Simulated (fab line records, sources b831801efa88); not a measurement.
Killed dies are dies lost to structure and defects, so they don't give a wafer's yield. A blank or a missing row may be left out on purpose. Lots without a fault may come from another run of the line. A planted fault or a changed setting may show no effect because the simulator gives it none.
Which tool did it? | flow sfq_line | 16 lots, 48 wafers sampled, at 5 steps of a route of 325

WHAT THE GAUGES READ, wafer by wafer
SFQ_M1_OVL_MEAS_911.
lot  | measured     | on         | M1_OVL (nm)
L399 | day 24 13:14 | overlay-02 | 7 4 3
L400 | day 25 15:39 | overlay-02 | -3 2 -7
L401 | day 25 23:04 | overlay-02 | 8 8 -4
L402 | day 26 06:16 | overlay-01 | -8 -1 -9
L405 | day 27 02:40 | overlay-01 | 3 2 3
L407 | day 27 13:28 | overlay-02 | -1 3 6
L408 | day 27 18:16 | overlay-02 | -3 5 1
L410 | day 28 05:11 | overlay-01 | -14 -10 -5
L411 | day 28 14:35 | overlay-02 | -5 0 -1
L412 | day 28 21:47 | overlay-02 | 11 6 5
L413 | day 29 13:23 | overlay-02 | -5 -9 -8
L414 | day 30 08:26 | overlay-01 | 7 -5 1
L415 | day 30 20:46 | overlay-02 | -8 2 -9
L416 | day 30 21:58 | overlay-01 | -4 2 2
L421 | day 32 08:46 | overlay-01 | -6 -7 -5
L422 | day 32 14:46 | overlay-02 | 6 7 3

SFQ_I1_OVL_MEAS_913.
lot  | measured     | on         | I1_OVL (nm)
L399 | day 25 09:56 | overlay-02 | 5 2 -4
L400 | day 31 00:22 | overlay-02 | -2 1 3
L401 | day 31 07:34 | overlay-02 | -1 -4 -3
L402 | day 31 15:58 | overlay-02 | 2 3 -1
L405 | day 32 12:22 | overlay-02 | -5 -2 -4
L407 | day 32 21:58 | overlay-02 | 1 -2 -1
L408 | day 33 02:46 | overlay-01 | -2 -4 -4
L410 | day 34 02:46 | overlay-01 | 3 -6 1
L411 | day 35 02:43 | overlay-02 | 7 4 6
L412 | day 35 11:07 | overlay-01 | -1 2 2
L413 | day 36 13:32 | overlay-01 | 62 64 64
L414 | day 37 02:44 | overlay-02 | 67 57 65
L415 | day 37 12:20 | overlay-02 | 62 61 62
L416 | day 37 13:32 | overlay-02 | 58 56 62
L421 | day 39 02:01 | overlay-02 | 4 3 6
L422 | day 39 08:01 | overlay-02 | -4 -13 -9

SFQ_I2_BOW_MEAS_917.
lot  | measured     | on            | I2_BOW (um)
L399 | day 29 14:10 | film_metro-03 | 12 -4 5
L400 | day 32 13:11 | film_metro-03 | 3 2 0
L401 | day 32 22:10 | film_metro-03 | -2 11 0
L402 | day 33 13:10 | film_metro-02 | -1 -5 8
L405 | day 34 11:14 | film_metro-03 | 9 8 -4
L407 | day 35 02:38 | film_metro-03 | 3 3 5
L408 | day 35 07:24 | film_metro-02 | 0 4 -6
L410 | day 36 13:23 | film_metro-02 | 4 0 14
L411 | day 40 17:23 | film_metro-02 | 3 -6 -3
L412 | day 41 02:23 | film_metro-02 | 21 16 18
L413 | day 41 22:07 | film_metro-01 | -3 1 5
L414 | day 42 07:08 | film_metro-02 | 11 10 7
L415 | day 42 19:07 | film_metro-03 | 6 3 10
L416 | day 42 22:07 | film_metro-02 | -20 -22 -14
L421 | day 45 01:15 | film_metro-01 | 13 11 4
L422 | day 45 04:16 | film_metro-03 | -6 -13 -11

WHICH TOOL RAN EACH LOT (tool, then ch and the chambers of the sampled wafers, then the start)
lot  | SFQ_TRILAYER_I0_VIA_BARC_OPEN_VIA_ETCH_046 | SFQ_TRILAYER_I1_VIA_LITHO_EXPOSE_050
L399 | rie_diel-01 ch 0,1, day 18 00:19           | krf_scanner-01 ch 0, day 25 08:38
L400 | rie_diel-01 ch 0,1,3, day 18 17:02         | krf_scanner-02 ch 0, day 30 23:16
L401 | rie_diel-01 ch 1,2, day 19 02:38           | krf_scanner-02 ch 0, day 31 06:16
L402 | rie_diel-01 ch 0,3, day 19 12:14           | krf_scanner-02 ch 0, day 31 14:40
L405 | rie_diel-04 ch 1,2,3, day 20 18:37         | krf_scanner-02 ch 0, day 32 11:04
L407 | rie_diel-02 ch 0,1,3, day 21 09:07         | krf_scanner-02 ch 0, day 32 20:28
L408 | rie_diel-01 ch 2,3, day 21 13:55           | krf_scanner-02 ch 0, day 33 01:28
L410 | rie_diel-01 ch 0,1,3, day 22 04:19         | krf_scanner-02 ch 0, day 34 01:16
L411 | rie_diel-01 ch 1,2,3, day 22 16:07         | krf_scanner-01 ch 0, day 35 01:13
L412 | rie_diel-04 ch 0,2,3, day 22 23:19         | krf_scanner-01 ch 0, day 35 09:37
L413 | rie_diel-04 ch 0,2,3, day 23 20:55         | krf_scanner-01 ch 0, day 36 12:13
L414 | rie_diel-02 ch 0,1, day 24 18:04           | krf_scanner-01 ch 0, day 37 01:37
L415 | rie_diel-01 ch 1,2,3, day 25 14:28         | krf_scanner-01 ch 0, day 37 11:01
L416 | rie_diel-02 ch 1,3, day 25 17:05           | krf_scanner-01 ch 0, day 37 12:13
L421 | rie_diel-02 ch 2,3, day 27 05:05           | krf_scanner-02 ch 0, day 39 00:42
L422 | rie_diel-02 ch 0,3, day 27 09:53           | krf_scanner-02 ch 0, day 39 06:54
- SFQ_TRILAYER_I0_VIA_BARC_OPEN_VIA_ETCH_046: etches BARC in O2, target depth 125 nm, time 41.7 s.
- SFQ_TRILAYER_I1_VIA_LITHO_EXPOSE_050: exposes mask I1, target cd 500 nm.

WHAT THE TOOLS THEMSELVES READ (means of the sampled wafers that have a number; where no wafer has one, the mark that the record gives instead)
SFQ_TRILAYER_I0_VIA_BARC_OPEN_VIA_ETCH_046.
lot  | tool        | bias_w (W) | chamber_pressure_mTorr (mTorr) | drypump_motor_current_A (A) | oes_product_au (a.u.)
L399 | rie_diel-01 | 79.84      | 30.019                         | 5.3                         | 0.685
L400 | rie_diel-01 | 79.77      | 30.004                         | 5.4                         | 0.688
L401 | rie_diel-01 | 80.01      | 29.988                         | 5.6                         | 0.683
L402 | rie_diel-01 | 79.75      | 30.018                         | 5.5                         | 0.685
L405 | rie_diel-04 | 80.24      | 29.991                         | 6.0                         | 0.687
L407 | rie_diel-02 | 79.96      | 30.014                         | 5.4                         | 0.687
L408 | rie_diel-01 | 79.79      | 29.990                         | 5.7                         | 0.692
L410 | rie_diel-01 | 79.79      | 30.008                         | 5.4                         | 0.691
L411 | rie_diel-01 | 79.96      | 30.011                         | 5.7                         | 0.680
L412 | rie_diel-04 | 80.06      | 30.000                         | 5.9                         | 0.683
L413 | rie_diel-04 | 79.77      | 30.000                         | 5.9                         | 0.684
L414 | rie_diel-02 | 80.17      | 30.016                         | 5.6                         | 0.682
L415 | rie_diel-01 | 80.16      | 30.007                         | 5.7                         | 0.685
L416 | rie_diel-02 | 80.04      | 30.028                         | 5.6                         | 0.685
L421 | rie_diel-02 | 80.14      | 30.019                         | 5.6                         | 0.685
L422 | rie_diel-02 | 80.01      | 29.985                         | 5.3                         | 0.687

THE ANSWER, worked out from the rows above alone
Rule: what is usual is taken from the lots themselves. Put in order of their means at a reading, lots are off if they are a third of the lots or fewer, leave a main group of 4 or more, and stand apart from it by a gap of 3 or more times the standard deviation of the main group's means; of several such gaps the widest counts. A main group whose means are all the same, to the digits that the tables above print for the reading, isn't used. A lot without any number at a reading at which 4 lots or more have one is off too. The other lots that the step has rows for count as sound. The gauges are gone through in route order, then the tools' own readings, and for those a lot's mean is taken as printed above. The first step at which some lot is off is used, and at that step the reading that is off furthest; a lot without a number counts as furthest.
Off: L413, L414, L415, L416, at SFQ_I1_OVL_MEAS_913 (I1_OVL). The main group: mean -0 nm, standard deviation 3.7.
A tool fits if, at a process step before that reading, it ran every lot that is off, and no sound lot after the first of them. The gauges at SFQ_I1_OVL_MEAS_913 are tried like those tools. One fits: krf_scanner-01 at SFQ_TRILAYER_I1_VIA_LITHO_EXPOSE_050. Its last sound lot is L412 (day 35 09:37), its first lot that is off L413 (day 36 12:13): a fault that began between those two fits.

WHAT THE SIMULATOR HAD PUT IN
Scanner matching overlay: krf_scanner-01, from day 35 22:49 on, at SFQ_TRILAYER_I1_VIA_LITHO_EXPOSE_050. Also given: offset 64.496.
Lots struck among those shown: L413, L414, L415, L416. The rule above found the same.
